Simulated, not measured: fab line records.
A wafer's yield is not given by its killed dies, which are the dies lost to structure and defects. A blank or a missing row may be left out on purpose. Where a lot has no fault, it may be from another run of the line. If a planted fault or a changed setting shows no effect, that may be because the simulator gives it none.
8D (eight disciplines) problem report, filled in by code / flow sky130 / the parts of the form that need people (team, actions taken, sign-off) are left out

## 1. THE ISSUE
VIA1_W_RS at SKY_VIA1_RS_MEAS_22 reads a mean of 0.763 ohm/sq on 2 wafers of 2 lots; wafers without a fault read 0.423 ohm/sq with a standard deviation of 0.0041. Measured from the usual mean, that is +83 standard deviations.
The step: measures by four-point-probe.
The first sign was on wafer L953.2 at day 35 00:25, on film metro-03. The record holds 30 wafers of 10 lots with a number at this step. The rule behind "out" and "out of limits": a value lying over 4 standard deviations away from the usual mean. Any other wafer with a number is counted as sound.

## 2. WHAT IT IS AND WHAT IT IS NOT
question=which readings at this step | is=VIA1_W_RS | is not=-
question=which lots | is=L953, L954 | is not=L949, L950, L951, L952, L962, L964, L970, L971
question=which wafers of those lots | is=L953.2, L954.5 | is not=L953.3, L953.6, L954.1, L954.6
question=read on which gauges | is=film metro-03, film metro-04 | is not=film metro-01
question=when | is=from day 35 00:25 | is not=up to then (14 sound wafers); but 14 sound wafers of L954, L962, L964, L970, L971 came after

## 3. WHAT RULES OUT EACH SUSPECT
Counting: if a tool at a process step up to the reading ran every lot that is out, it stays a suspect. Sound lots after the first of them don't rule it out here, since some wafers of a struck lot are sound.
- the gauge at SKY_VIA1_RS_MEAS_22 is ruled out. The wafers that are out were read on 2 gauges (film metro-03, film metro-04).
- cvd w-01 at SKY_VIA1_CVD_21 (deposits W, target thk 270 nm, time 80.902 s): kept. It processed each lot that is out (first: L953, day 35 00:18); up to then, its last sound lot is L952 (day 34 18:46).
- Within cvd w-01 at SKY_VIA1_CVD_21, the wafers that are out were processed in chamber 0 and their sound lot-mates in chamber 1.
Remaining after the count: cvd w-01 at SKY_VIA1_CVD_21.

## 4. THE CAUSE (what the simulator had put in)
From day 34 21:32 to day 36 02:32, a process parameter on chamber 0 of cvd w-01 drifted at SKY_VIA1_CVD_21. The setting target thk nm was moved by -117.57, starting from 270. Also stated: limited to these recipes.
After counting, this tool was the only one left.

## 5. THE CHAIN OF EFFECTS, in route order
Each row: a reading where the mean over the struck wafers with a number is more than 3 standard deviations away from the usual. Only readings for which the record gives a usual standard deviation are gone through. hours: the time from each lot's start at the first step in this table that gives one to its start at this step, as a median over the lots. sigmas: the change in usual standard deviations.
hours=0; step=SKY_VIA1_RS_MEAS_22; reading=VIA1_W_RS; usual=0.423 ohm/sq; on struck wafers=0.763; change=+0.340; sigmas=+83
hours=3; step=SKY_VIA1_THK_MEAS_23; reading=VIA1_W_THK; usual=272.9 nm; on struck wafers=152.9; change=-119.9; sigmas=-41
hours=5; step=SKY_VIA1_CMP_24; reading=time to endpoint s; usual=68 s; on struck wafers=36; change=-32; sigmas=-10
The process steps in it:
- SKY_VIA1_CMP_24: polishes, stops on SiO2, t overpolish 15 s, target thk 0 nm.
At these later measuring or inspecting steps, every struck wafer for which the step has a row has a number for every such reading, and none has moved that far: SKY_METAL2_CD_MEAS_15.

## 6. WHAT WOULD HAVE CAUGHT IT SOONER
3 hours passed between the start of the fault at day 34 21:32 and the first reading out of limits at a measuring or inspecting step in this record, taken at day 35 00:25.
An alarm limit of 4 standard deviations would not have fired on the tool readings at SKY_VIA1_CVD_21 for which the record gives a usual standard deviation, since none of them was out on any struck wafer.
Among the 2 lots that are out, L954 began SKY_VIA1_CVD_21 on cvd w-01 after day 35 00:25. Had the tool been put on hold then, it would have been spared.
